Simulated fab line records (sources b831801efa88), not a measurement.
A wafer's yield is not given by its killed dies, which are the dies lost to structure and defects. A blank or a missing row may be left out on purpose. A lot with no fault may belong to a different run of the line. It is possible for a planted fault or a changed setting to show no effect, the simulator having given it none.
Chamber matching / flow gf180mcu / GF_V2_CVD_02 on pecvd-02 has 3 sister chambers
The step deposits SiO2 from TEOS, target thk 850 nm, time 94.851 s. 3 wafers are shown with their chamber, then 12 later ones without.

== WAFERS WITH THEIR CHAMBER ==
wafer=L090.2; chamber=2; heater-power-outer-w (W)=420
wafer=L090.5; chamber=1; heater-power-outer-w (W)=493
wafer=L090.6; chamber=0; heater-power-outer-w (W)=353

== WAFERS WITHOUT THEIR CHAMBER ==
wafer=L091.1; heater-power-outer-w (W)=460
wafer=L091.4; heater-power-outer-w (W)=509
wafer=L091.5; heater-power-outer-w (W)=394
wafer=L092.3; heater-power-outer-w (W)=494
wafer=L092.5; heater-power-outer-w (W)=511
wafer=L092.6; heater-power-outer-w (W)=341
wafer=L095.1; heater-power-outer-w (W)=355
wafer=L095.2; heater-power-outer-w (W)=446
wafer=L095.3; heater-power-outer-w (W)=486
wafer=L097.1; heater-power-outer-w (W)=562
wafer=L097.4; heater-power-outer-w (W)=256
wafer=L097.6; heater-power-outer-w (W)=438

== CHAMBER TAKEN BY EACH ==
wafer=L091.1; from the rows above=can't be placed: 1 or 2 or 0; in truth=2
wafer=L091.4; from the rows above=can't be placed: 1 or 2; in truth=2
wafer=L091.5; from the rows above=can't be placed: 2 or 0 or 1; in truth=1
wafer=L092.3; from the rows above=can't be placed: 1 or 2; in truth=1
wafer=L092.5; from the rows above=can't be placed: 1 or 2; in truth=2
wafer=L092.6; from the rows above=can't be placed: 0 or 2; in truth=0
wafer=L095.1; from the rows above=can't be placed: 0 or 2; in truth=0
wafer=L095.2; from the rows above=can't be placed: 2 or 1 or 0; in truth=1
wafer=L095.3; from the rows above=can't be placed: 1 or 2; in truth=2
wafer=L097.1; from the rows above=can't be placed: 1 or 2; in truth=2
wafer=L097.4; from the rows above=can't be placed: 0 or 2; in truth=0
wafer=L097.6; from the rows above=can't be placed: 2 or 1 or 0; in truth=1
Correctly placed: 0 of 12. From these rows, 12 cannot be placed; in 12 the true chamber is one of the candidates. Wrongly placed: 0.
How it was worked out, from the rows above alone: a wafer's distance from a chamber is the root of the sum, over the readings, of the square of ((its reading less the chamber's mean) divided by the reading's scatter). If the next closest chamber is less than 2 further off than the closest, the wafer can't be placed; otherwise it belongs to the closest. For every chamber, the mean is computed from those of its wafers that are shown. The scatter (one wafer shown for each chamber): square how far every hidden wafer sits from the nearest shown wafer, average those squares and take the square root.
